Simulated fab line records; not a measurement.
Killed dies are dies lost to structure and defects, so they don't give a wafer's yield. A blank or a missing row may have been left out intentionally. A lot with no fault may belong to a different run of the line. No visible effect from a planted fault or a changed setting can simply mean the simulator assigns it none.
Which tool was responsible? -- flow sky130 -- 39 wafers from 13 lots sampled at 4 of the route's 708 steps

## WHAT THE GAUGES READ, wafer by wafer
SKY_LDD_LDN_OVL_MEAS_07.
lot,measured,on,LDD_LDN_OVL (nm)
L783,day 24 08:08,overlay-02,-1.2 -0.5 -1.4
L782,day 24 09:25,overlay-02,-2.0 -1.4 -1.7
L781,day 24 09:52,overlay-02,-1.4 -0.6 0.2
L785,day 24 14:49,overlay-01,-2.1 -1.5 -1.7
L786,day 24 16:26,overlay-01,2.2 1.4 -0.4
L784,day 24 16:32,overlay-02,-1.5 -2.1 0.0
L788,day 25 06:22,overlay-02,1.8 0.4 -0.3
L790,day 26 02:02,overlay-01,0.9 -0.1 0.9
L791,day 27 13:08,overlay-01,-0.9 -1.5 -2.1
L793,day 27 19:31,overlay-02,0.4 0.8 0.8
L796,day 28 09:43,overlay-02,0.7 -1.8 -0.5
L795,day 28 12:35,overlay-02,0.7 0.5 0.1
L798,day 28 21:58,overlay-02,-0.3 -1.2 -0.5

SKY_SD_P_OVL_MEAS_08.
lot,measured,on,SD_P_OVL (nm)
L783,day 26 21:33,overlay-02,-0.4 0.2 0.3
L782,day 26 23:47,overlay-01,-1.0 0.2 0.4
L781,day 27 00:32,overlay-01,-1.8 -0.3 1.0
L785,day 27 03:34,overlay-01,1.9 2.7 0.1
L786,day 27 04:23,overlay-02,-2.1 0.9 0.1
L784,day 27 07:12,overlay-02,-58.3 -57.8 -56.8 -57.6 -57.4 -56.7
L788,day 27 17:24,overlay-01,1.2 1.7 1.4
L790,day 28 13:57,overlay-02,-58.3 -57.6 -56.5 -56.7 -56.4 -55.6
L791,day 29 23:44,overlay-02,-60.2 -59.8 -56.2 -59.0 -59.4 -56.1
L793,day 30 07:38,overlay-01,-1.4 0.5 0.5
L796,day 30 19:59,overlay-01,0.3 1.9 0.1
L795,day 30 23:30,overlay-01,-57.4 -60.0 -59.0 -57.3 -59.4 -57.6
L798,day 31 08:14,overlay-02,-0.8 -0.4 -2.2

## TOOL THAT RAN EACH LOT (tool first, then ch and the chambers of the sampled wafers, then the start)
lot,SKY_LDD_HVN_STRIP_09,SKY_SD_P_EXPOSE_04
L783,"plasma-asher-02 ch 0,1, day 21 21:07","iline-stepper-01 ch 0, day 26 07:58"
L782,"plasma-asher-02 ch 0,1, day 21 21:54","iline-stepper-01 ch 0, day 26 10:11"
L781,"plasma-asher-01 ch 0,1, day 21 22:12","iline-stepper-01 ch 0, day 26 10:49"
L785,"plasma-asher-02 ch 0,1, day 22 04:24","iline-stepper-01 ch 0, day 26 13:23"
L786,"plasma-asher-01 ch 0,1, day 22 06:07","iline-stepper-01 ch 0, day 26 14:15"
L784,"plasma-asher-01 ch 0,1, day 22 06:34","iline-stepper-01 ch 0, day 26 17:01"
L788,"plasma-asher-02 ch 0,1, day 22 19:01","iline-stepper-02 ch 0, day 27 04:07"
L790,"plasma-asher-01 ch 0,1, day 23 14:22","iline-stepper-01 ch 0, day 27 23:11"
L791,"plasma-asher-01 ch 0,1, day 25 03:09","iline-stepper-01 ch 0, day 29 09:18"
L793,"plasma-asher-01 ch 1, day 25 10:31","iline-stepper-02 ch 0, day 29 18:16"
L796,"plasma-asher-01 ch 0,1, day 26 01:58","iline-stepper-02 ch 0, day 30 06:37"
L795,"plasma-asher-03 ch 0,1, day 26 03:43","iline-stepper-01 ch 0, day 30 09:26"
L798,"plasma-asher-01 ch 0,1, day 26 13:10","iline-stepper-02 ch 0, day 30 18:34"
- SKY_LDD_HVN_STRIP_09: strips in O2/N2.
- SKY_SD_P_EXPOSE_04: exposes mask PSDM, target cd 380 nm.

## WHAT THE TOOLS THEMSELVES READ (means of the sampled wafers that have a number; where no wafer has one, the mark that the record gives instead)
SKY_LDD_HVN_STRIP_09.
lot,tool,drypump-motor-current-A (A),oes-product-au (a.u.),strip-time-to-endpoint-s (s)
L783,plasma-asher-02,5.60,0.402,4.112
L782,plasma-asher-02,5.61,0.408,4.135
L781,plasma-asher-01,5.73,0.408,4.145
L785,plasma-asher-02,5.61,0.415,4.130
L786,plasma-asher-01,5.81,0.409,4.129
L784,plasma-asher-01,5.79,0.410,4.149
L788,plasma-asher-02,5.90,0.399,4.102
L790,plasma-asher-01,5.79,0.401,4.140
L791,plasma-asher-01,5.79,0.411,4.152
L793,plasma-asher-01,5.71,0.408,4.133
L796,plasma-asher-01,5.77,0.405,4.113
L795,plasma-asher-03,5.79,0.413,4.126
L798,plasma-asher-01,5.74,0.409,4.132

## THE ANSWER, worked out from the rows above alone
Rule: the lots themselves supply what counts as usual. Put in order of their means at a reading, lots are off if they are a third of the lots or fewer, leave a main group of 4 or more, and stand apart from it by a gap of 3 or more times the standard deviation of the main group's means; of several such gaps the widest counts. A main group whose means are all the same, to the digits that the tables above print for the reading, isn't used. Also off: a lot with no number at a reading for which 4 or more lots have one. The other lots that the step has rows for count as sound. Order of review: gauges by route order, followed by the tools' own readings, for which a lot's mean as printed above is used. The first step at which some lot is off is used, and at that step the reading that is off furthest; a lot without a number counts as furthest.
Off: at SKY_SD_P_OVL_MEAS_08 (SD_P_OVL), L784, L790, L791, L795. The main group has a mean of 0.2 nm with a standard deviation of 0.84.
If a tool, at a process step before that reading, ran all the lots that are off and no sound lot after the first of them, it fits. The gauges at SKY_SD_P_OVL_MEAS_08 are tried like those tools. One fits: iline-stepper-01 at SKY_SD_P_EXPOSE_04. Its last sound lot is L786 (day 26 14:15), its first lot that is off L784 (day 26 17:01): a fault that began between those two fits.

## WHAT THE SIMULATOR HAD INSERTED
Scanner matching overlay: iline-stepper-01, from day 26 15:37 on, at SKY_SD_P_EXPOSE_04. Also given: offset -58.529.
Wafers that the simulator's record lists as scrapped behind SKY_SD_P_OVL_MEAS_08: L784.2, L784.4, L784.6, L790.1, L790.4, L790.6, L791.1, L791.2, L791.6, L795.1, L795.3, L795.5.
Shown lots that were struck: L784, L790, L791, L795. The rule above reached the same finding.
